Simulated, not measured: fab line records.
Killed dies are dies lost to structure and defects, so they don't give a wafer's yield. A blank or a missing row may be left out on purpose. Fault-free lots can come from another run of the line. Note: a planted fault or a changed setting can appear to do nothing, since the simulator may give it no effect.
Comparing a struck lot with a sound one | flow sky130 | 43 steps out of a route of 708
Sound: these wafers, L252.1, L252.3, L252.4. Wafers L268.1, L268.2, L268.4 were the ones struck. The cause comes at the end.
At each step with rows: each side's tool, then ch and its chambers, then its first start. Under that, the readings that differ: sound wafers | struck wafers | difference of the means | sigmas: that difference in standard deviations of wafers without a fault.
alike: same words and numbers on both sides, and readings whose means sit less than 2 such deviations apart. not compared: any withheld reading, any reading some wafer has no value for, any bound like >300 that may hide the same value, and any number with overlapping values for which the record gives no deviation.
Wherever a step has rows on one side only, a row that says differs or no value, or a row with sigmas, the two part there. Numbers that have no deviation but don't overlap get no sigmas and don't part them. A reading missing from all wafers of one side parts the sides only when that side holds two or more wafers.

SKY_VT_ADJUST_PCH_TW_MEAS_10:
  sound on film-metro-03 at day 10 14:10; struck on film-metro-01 at day 16 06:16
  alike: VT_ADJUST_PCH_TW
then, 7 steps without rows for these wafers: SKY_SONOS_TUNNEL_DEHYDRATE_00 (time 60 s); SKY_SONOS_TUNNEL_HMDS_01 (prime time 60 s); SKY_SONOS_TUNNEL_COAT_02 (resist thk 1140 nm); SKY_SONOS_TUNNEL_SOFTBAKE_03 (time 60 s); SKY_SONOS_TUNNEL_EXPOSE_04 (exposes mask TUNM, target cd 410 nm); SKY_SONOS_TUNNEL_PEB_05; SKY_SONOS_TUNNEL_DEVELOP_06 (develop time 58.77 s).
SKY_SONOS_TUNNEL_CD_MEAS_07: target cd 410 nm.
  sound on cd-sem-02 at day 11 12:26; struck on cd-sem-02 at day 17 10:32
  alike: cd-nm
SKY_SONOS_TUNNEL_OVL_MEAS_08:
  sound on overlay-01 at day 11 12:33; struck on overlay-02 at day 17 10:39
  alike: SONOS_TUNNEL_OVL
then, 2 steps without rows for these wafers: SKY_SONOS_TUNNEL_IMPLANT_09; SKY_SONOS_TUNNEL_WET_ETCH_10 (etches SiO2 in dHF, target depth 14 nm, time 280 s).
SKY_SONOS_TUNNEL_STRIP_11: strips in SPM, time 600 s.
  sound on wet-bench-01 ch 0, day 11 12:55; struck on wet-bench-04 ch 2, day 17 10:56
  alike: bath-guard-temp-C
SKY_SONOS_TUNNEL_TW_MEAS_12:
  sound on film-metro-03 at day 11 13:05; struck on film-metro-02 at day 17 11:07
  reading         | sound             | struck            | difference | sigmas
  SONOS_TUNNEL_TW | 193.3 193.7 193.9 | 197.6 196.4 197.0 | +3.4       | +2
then, 2 steps without rows for these wafers: SKY_SONOS_TUNNEL_CLEAN_13 (cleans in dHF, time 20 s); SKY_SONOS_ONO_OXIDATION_00 (stabilise 600 s, purge 300 s, target thk 2.6 nm).
SKY_SONOS_ONO_THK_MEAS_01:
  sound on film-metro-01 at day 11 17:41; struck on film-metro-03 at day 17 14:41
  alike: SONOS_ONO_OXIDATION_THK
then, 1 step without rows for these wafers: SKY_SONOS_ONO_CVD_02 (deposits Si3N4 from DCS/NH3, target thk 10.5 nm, time 180 s).
SKY_SONOS_ONO_THK_MEAS_03:
  sound on film-metro-03 at day 11 19:43; struck on film-metro-04 at day 17 17:16
  alike: SONOS_ONO_CVD_02_THK
then, 1 step without rows for these wafers: SKY_SONOS_ONO_CVD_04 (deposits SiO2 from SiH4/N2O, target thk 5.7199 nm).
SKY_SONOS_ONO_THK_MEAS_05:
  sound on film-metro-03 at day 11 21:01; struck on film-metro-03 at day 17 18:34
  alike: SONOS_ONO_CVD_04_THK
then, 7 steps without rows for these wafers: SKY_SONOS_ONO_DEHYDRATE_06 (time 60 s); SKY_SONOS_ONO_HMDS_07 (prime time 60 s); SKY_SONOS_ONO_COAT_08 (resist thk 1140 nm); SKY_SONOS_ONO_SOFTBAKE_09 (time 60 s); SKY_SONOS_ONO_EXPOSE_10 (exposes mask ONOM, target cd 410 nm); SKY_SONOS_ONO_PEB_11; SKY_SONOS_ONO_DEVELOP_12 (develop time 60 s).
SKY_SONOS_ONO_CD_MEAS_13: target cd 410 nm.
  sound on cd-sem-01 at day 12 20:17; struck on cd-sem-01 at day 19 00:15
  alike: cd-nm
SKY_SONOS_ONO_OVL_MEAS_14:
  sound on overlay-01 at day 12 20:24; struck on overlay-02 at day 19 00:22
  alike: SONOS_ONO_OVL
SKY_SONOS_ONO_ETCH_15: etches the open film in CHF3/O2, target depth 19.52 nm, time 7.8 s.
  sound on rie-diel-01 ch 0,1,3, day 12 20:26; struck on rie-diel-03 ch 0,1,3, day 19 00:25
  alike: drypump-motor-current-A, oes-product-au, throttle-valve-pct
  not compared: rf-hours-counter-h
then, 1 step without rows for these wafers: SKY_SONOS_ONO_WET_ETCH_16 (etches SiO2 in dHF, target depth 14 nm, time 280 s).
SKY_SONOS_ONO_STRIP_17: strips in O2/N2.
  sound on plasma-asher-04 ch 0,1, day 12 20:33; struck on plasma-asher-02 ch 0,1, day 19 00:31
  reading                     | sound       | struck      | difference | sigmas
  drypump-motor-current-A (A) | 6.4 6.4 6.6 | 5.6 5.0 5.0 | -1.3       | -2
  alike: oes-product-au, strip-time-to-endpoint-s
  not compared: rf-hours-counter-h
then, 3 steps without rows for these wafers: SKY_SONOS_ONO_WET_ETCH_18 (etches Si3N4 in H3PO4, target depth 15 nm, time 172 s); SKY_GATE_OXIDE_CLEAN_00 (cleans in SC1/SC2, time 150 s); SKY_GATE_OXIDE_OXIDATION_01 (stabilise 600 s, purge 300 s, target thk 10.268 nm).
SKY_GATE_OXIDE_THK_MEAS_02:
  sound on film-metro-02 at day 12 22:15; struck on film-metro-04 at day 19 03:50
  alike: GATE_OXIDE_OXIDATION_00_THK
then, 5 steps without rows for these wafers: SKY_GATE_OXIDE_DEHYDRATE_03 (time 60 s); SKY_GATE_OXIDE_HMDS_04 (prime time 60 s); SKY_GATE_OXIDE_COAT_05 (resist thk 1140 nm); SKY_GATE_OXIDE_SOFTBAKE_06 (time 60 s); SKY_GATE_OXIDE_EXPOSE_07 (exposes mask LVOM, target cd 600 nm).
-- the record jumps here: 31 days lie between the struck wafers' starts before and after (it left off in module GATE_OXIDE and takes up again in module PAD_OPEN, whose first step shown is number 708 of the route) --
SKY_PAD_OPEN_PROBE_99:
  sound on prober-02 at day 45 21:00; struck on prober-01 at day 50 05:07
  reading             | sound    | struck      | difference | sigmas
  killed-at-front-end | 8 11 10  | 52 47 47    | +39        | +9
  killed-dies         | 81 72 77 | 124 110 101 | +35        | +4
  killed-on-rim       | 14 17 12 | 31 30 23    | +14        | +4
  alike: killed_at_M0_to_M3, killed_at_M4_up, killed-at-contacts, killed-at-other, killed-open, killed-short

## WHERE THEY PART
First at SKY_SONOS_TUNNEL_TW_MEAS_12; last, within this record, at SKY_PAD_OPEN_PROBE_99.

WHY: what the simulator had put in
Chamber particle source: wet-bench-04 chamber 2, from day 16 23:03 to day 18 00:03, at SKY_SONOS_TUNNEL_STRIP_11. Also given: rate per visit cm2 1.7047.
